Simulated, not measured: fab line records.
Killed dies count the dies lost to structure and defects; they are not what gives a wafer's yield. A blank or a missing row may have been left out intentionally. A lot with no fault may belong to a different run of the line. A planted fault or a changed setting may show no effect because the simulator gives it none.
A struck lot beside a sound one ; flow sky130 ; 33 out of 708 route steps
Sound: wafers L294.1, L294.3, L294.4. The struck wafers were L301.2, L301.3, L301.5. The cause is given at the end.
For every step that has rows: the tool of each side, followed by ch and its chambers, followed by its first start. Under that, the readings that differ: sound wafers ; struck wafers ; difference of the means ; sigmas: that difference in standard deviations of wafers without a fault.
alike: words and numbers the same on both sides, and readings whose means are apart by under 2 such deviations; not compared: readings that were withheld, readings missing a value for some wafer, numbers with overlapping values and no deviation given by the record, and bounds like >300 which may hide the same value.
Wherever a step has rows on one side only, a row that says differs or no value, or a row with sigmas, the two part there. Numbers that have no deviation but don't overlap get no sigmas and don't part them. A reading that every wafer of one side lacks parts them only if that side has two wafers or more.

first, 4 steps without rows for these wafers: SKY_LOCAL_INTERCONNECT_SOFTBAKE_07 (time 90 s); SKY_LOCAL_INTERCONNECT_EXPOSE_08 (exposes mask LI1M, target cd 170 nm); SKY_LOCAL_INTERCONNECT_PEB_09; SKY_LOCAL_INTERCONNECT_DEVELOP_10 (develop time 60 s).
SKY_LOCAL_INTERCONNECT_CD_MEAS_11 targets a cd of 170 nm.
  sound: cdSem-02 at day 31 16:07; struck: cdSem-02 at day 33 08:59
  alike: cdNm
SKY_LOCAL_INTERCONNECT_OVL_MEAS_12:
  sound: overlay-02 at day 31 16:14; struck: overlay-01 at day 33 09:06
  alike: LOCAL_INTERCONNECT_OVL
SKY_LOCAL_INTERCONNECT_ETCH_13: etches BARC in N2/H2, stops on SiO2, time 45.9 s, target depth 60 nm.
  sound on rieMetal-02 ch 0,1, day 31 16:17; struck on rieMetal-02 ch 0,1, day 33 09:08
  alike: drypumpMotorCurrentA, heBacksideLeakSccm, oesProductAu, throttleValvePct
  not compared: rfHoursCounterH
SKY_LOCAL_INTERCONNECT_METAL_ETCH_14: etches TiN in Cl2/BCl3, stops on PSG, target depth 110 nm, time 31.4 s.
  sound on rieMetal-02 ch 0,1, day 31 16:20; struck on rieMetal-02 ch 0,1, day 33 09:11
  alike: drypumpMotorCurrentA, heBacksideLeakSccm, oesProductAu, throttleValvePct
  not compared: rfHoursCounterH
SKY_LOCAL_INTERCONNECT_STRIP_15: strips in O2/N2.
  sound on plasmaAsher-04 ch 0,1, day 31 16:23; struck on plasmaAsher-02 ch 0,1, day 33 09:14
  alike: drypumpMotorCurrentA, oesProductAu, stripTimeToEndpointS
  not compared: rfHoursCounterH
then, 3 steps without rows for these wafers: SKY_LOCAL_INTERCONNECT_STRIP_16 (strips in post etch residue remover, time 1200 s); SKY_LOCAL_INTERCONNECT_CLEAN_17 (cleans in IPA, time 180 s); SKY_LOCAL_INTERCONNECT_CLEAN_18 (cleans in O3/DIW).
SKY_CONTACT_CVD_00: deposits Si3N4, target thk 75 nm.
  sound on pecvd-04 ch 0,1,2, day 31 17:02; struck on pecvd-01 ch 0,2, day 33 10:00
  alike: heaterPowerW
SKY_CONTACT_THK_MEAS_01:
  sound: filmMetro-02 at day 31 17:04; struck: filmMetro-02 at day 33 10:07
reading;sound;struck;difference;sigmas
CONTACT_CVD_00_THK (nm);73.8 74.5 75.8;148.9 149.4 152.6;+75.6;+90
then, 1 step without rows for these wafers: SKY_CONTACT_HDPCVD_02 (deposits SiO2, target thk 565 nm, time 94.2 s).
SKY_CONTACT_THK_MEAS_03:
  sound: filmMetro-02 at day 31 17:12; struck: filmMetro-04 at day 33 10:14
  alike: CONTACT_HDPCVD_THK
SKY_CONTACT_CMP_04: polishes SiO2.
  sound on cmp-01 ch 1,2,3, day 31 17:19; struck on cmp-01 ch 0,2, day 33 10:17
  alike: motorCurrentA, timeToEndpointS
SKY_CONTACT_BOW_MEAS_05:
  sound: filmMetro-01 at day 31 17:34; struck: filmMetro-02 at day 33 10:37
  alike: CONTACT_BOW
then, 8 steps without rows for these wafers: SKY_CONTACT_DEHYDRATE_06 (time 60 s); SKY_CONTACT_HMDS_07 (prime time 60 s); SKY_CONTACT_COAT_08 (resist thk 60 nm); SKY_CONTACT_COAT_09 (resist thk 450 nm); SKY_CONTACT_SOFTBAKE_10 (time 90 s); SKY_CONTACT_EXPOSE_11 (exposes mask CTM1, target cd 170 nm); SKY_CONTACT_PEB_12; SKY_CONTACT_DEVELOP_13 (develop time 58.78 s).
SKY_CONTACT_CD_MEAS_14 targets a cd of 170 nm.
  sound: cdSem-02 at day 32 20:34; struck: cdSem-02 at day 34 12:56
  alike: cdNm
SKY_CONTACT_OVL_MEAS_15:
  sound: overlay-02 at day 32 20:41; struck: overlay-01 at day 34 13:02
  alike: CONTACT_OVL
then, 2 steps without rows for these wafers: SKY_CONTACT_ETCH_16 (etches BARC in N2/H2, stops on SiO2, time 45.9 s, target depth 60 nm); SKY_CONTACT_ETCH_17 (etches SiO2 in C4F8/O2/Ar, stops on Si3N4, target depth 340 nm).
SKY_CONTACT_ETCH_18: etches Si3N4 in CHF3/O2, stops on TiN, time 39 s, target depth 75 nm.
  sound on rieDiel-04 ch 0,2,3; struck on rieDiel-02 ch 2,3
reading;sound;struck;difference;sigmas
oesProductAu (a.u.);0.838 0.847 0.859;1.013 1.002 1.008;+0.160;+22
throttleValvePct (%);8.787 8.795 8.782;8.832 8.825 8.837;+0.043;+5
model.etch.depthNm (nm);73.83 74.48 75.76;99.77 97.51 98.47;+23.89;
  alike: drypumpMotorCurrentA
  not compared: rfHoursCounterH
SKY_CONTACT_STRIP_19: strips in O2/N2.
  sound on plasmaAsher-03 ch 0,1, day 32 20:52; struck on plasmaAsher-03 ch 0,1, day 34 13:13
  alike: drypumpMotorCurrentA, oesProductAu, stripTimeToEndpointS
  not compared: rfHoursCounterH
-- the record jumps here: 13 days lie between the struck wafers' starts before and after (it left off in module CONTACT and takes up again in module PAD_OPEN, whose first step shown is number 708 of the route) --
SKY_PAD_OPEN_PROBE_99:
  sound: prober-02 at day 46 22:13; struck: prober-02 at day 47 23:12
reading;sound;struck;difference;sigmas
killedAtContacts;17 26 26;427 438 441;+412;+79
killedDies;81 71 93;492 492 492;+410;+44
killedOnRim;12 12 25;96 96 96;+80;+22
  alike: killed_at_M0_to_M3, killed_at_M4_up, killedAtFrontEnd, killedAtOther, killedOpen, killedShort

WHERE THEY PART
Earliest at SKY_CONTACT_THK_MEAS_01; latest, in this record, at SKY_PAD_OPEN_PROBE_99.

WHY: what the simulator had put in
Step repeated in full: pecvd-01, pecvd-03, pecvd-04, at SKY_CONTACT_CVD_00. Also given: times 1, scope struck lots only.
